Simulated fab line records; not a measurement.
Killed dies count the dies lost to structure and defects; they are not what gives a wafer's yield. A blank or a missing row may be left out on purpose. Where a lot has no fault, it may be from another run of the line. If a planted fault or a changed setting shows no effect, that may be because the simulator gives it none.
Matching of chambers ; flow gf180mcu ; 3 sister chambers for GF_PASSIVATION_CVD_02 on pecvd-04
The step deposits Si3N4, target thk 700 nm, time 486.18 s. 3 wafers are shown with their chamber, then 7 later ones without.

== EACH WAFER AND ITS CHAMBER ==
wafer;chamber;heaterPowerOuterW (W)
L083.4;1;327
L085.1;2;357
L085.2;0;479

== WAFERS WITHOUT THEIR CHAMBER ==
wafer;heaterPowerOuterW (W)
L085.4;370
L094.1;406
L094.4;400
L094.5;437
L095.2;445
L095.4;398
L095.5;474

== WHICH CHAMBER EACH WENT THROUGH ==
wafer;from the rows above;in truth
L085.4;can't be placed: 2 or 1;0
L094.1;can't be placed: 2 or 0 or 1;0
L094.4;can't be placed: 2 or 1 or 0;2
L094.5;can't be placed: 0 or 2 or 1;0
L095.2;can't be placed: 0 or 2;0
L095.4;can't be placed: 2 or 1 or 0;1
L095.5;0;0
1 of 7 placed correctly. From these rows, 6 cannot be placed; in 5 the true chamber is one of the candidates. Number placed wrongly: 0.
How it was worked out, from the rows above alone: a wafer's distance from a chamber is the root of the sum, over the readings, of the square of ((its reading less the chamber's mean) divided by the reading's scatter). The wafer belongs to the nearest chamber; if the next one is less than 2 further off, it can't be placed. The mean given for a chamber averages the wafers shown for that chamber. The scatter: root of mean squared gap, hidden wafer to nearest shown wafer, with one shown wafer a chamber.
